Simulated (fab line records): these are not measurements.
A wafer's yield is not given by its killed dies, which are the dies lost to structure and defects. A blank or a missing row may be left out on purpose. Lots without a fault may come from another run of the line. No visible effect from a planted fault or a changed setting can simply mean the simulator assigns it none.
One fault seen from 2 desks :: flow sky130 :: each desk holds nothing but its own numbers, with what lay behind them at the end

AT THE METROLOGY DESK
What the gauges read, lot by lot, whatever tool the lot ran on: means of the sampled wafers that have a number. Any lot whose mean is over 4 standard deviations away from the usual mean is out of limits and marked OUT; that distance is given in the brackets.
Columns: A = INCOMING_BOW at SKY_FIELD_ISO_BOW_MEAS_00, usual 0 um; B = VT_ADJUST_NCORE_TW at SKY_VT_ADJUST_NCORE_TW_MEAS_11, usual 219.3
lot: L552
first seen here: day 1 10:02
A: -3
B: 217.2

lot: L558
first seen here: day 2 16:01
A: -4
B: 217.1

lot: L561
first seen here: day 3 07:00
A: -2
B: 217.2

lot: L563
first seen here: day 3 17:01
A: 3
B: 221.7

lot: L567
first seen here: day 4 13:01
A: 3
B: 223.8

lot: L568
first seen here: day 4 18:00
A: 9
B: 219.0

lot: L569
first seen here: day 4 23:00
A: 0
B: 223.3

lot: L570
first seen here: day 5 04:01
A: -1
B: 219.1

lot: L572
first seen here: day 5 14:01
A: -6
B: 218.2

lot: L573
first seen here: day 5 19:00
A: -3
B: 220.0

lot: L575
first seen here: day 6 05:01
A: 2
B: 219.8
Result from this desk: across the 11 lots, nothing is out of limits.

FOR THE TOOL OWNER'S DESK: implanter-02
For each lot that ran on this tool, the mean over its sampled wafers that have a number, from the tool's own readings at SKY_VT_ADJUST_NCORE_IMPLANT_09. Any lot whose mean is over 4 standard deviations away from the usual mean is out of limits and marked OUT; that distance is given in the brackets.
Columns: A = beam_on_s at SKY_VT_ADJUST_NCORE_IMPLANT_09, usual 10.02 s; B = end_station_pressure_torr at SKY_VT_ADJUST_NCORE_IMPLANT_09, usual 5.01e-06 Torr; C = faraday_current_uA at SKY_VT_ADJUST_NCORE_IMPLANT_09, usual 13.50
lot: L561
first seen here: day 11 09:55
A: 9.74
B: 5.00e-06
C: 13.86

lot: L563
first seen here: day 11 20:58
A: 10.01
B: 5.14e-06
C: 13.54

lot: L567
first seen here: day 12 22:15
A: 10.80 (+4.1) OUT
B: 6.15e-05 (+99 or more) OUT
C: 12.07 (-5.7) OUT

lot: L569
first seen here: day 13 10:23
A: 10.70
B: 6.24e-05 (+99 or more) OUT
C: 12.15 (-5.4) OUT
This desk's verdict: out of limits on L567, L569, starting with L567 at day 12 22:15 (beam_on_s at SKY_VT_ADJUST_NCORE_IMPLANT_09). Within limits: L561, L563.

TAKEN TOGETHER
At day 12 22:15, on L567, L569, the tool owner's desk was in a position to raise an alarm.
At the metrology desk, nothing out of limits was observed.
The metrology desk holds a record of L567, L569, inside its limits.
Every lot named ran SKY_VT_ADJUST_NCORE_IMPLANT_09 on implanter-02.

WHAT HAD BEEN PUT IN BY THE SIMULATOR
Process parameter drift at SKY_VT_ADJUST_NCORE_IMPLANT_09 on implanter-02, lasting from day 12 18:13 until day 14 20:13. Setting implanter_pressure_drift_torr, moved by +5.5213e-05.
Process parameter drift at SKY_VT_ADJUST_NCORE_IMPLANT_09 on implanter-02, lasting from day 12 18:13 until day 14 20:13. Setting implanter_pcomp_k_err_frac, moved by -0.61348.
Lots struck among those shown: L567, L569.
How many hours passed from the start of the fault until each desk's first out-of-limits reading: the tool owner's desk, 4.
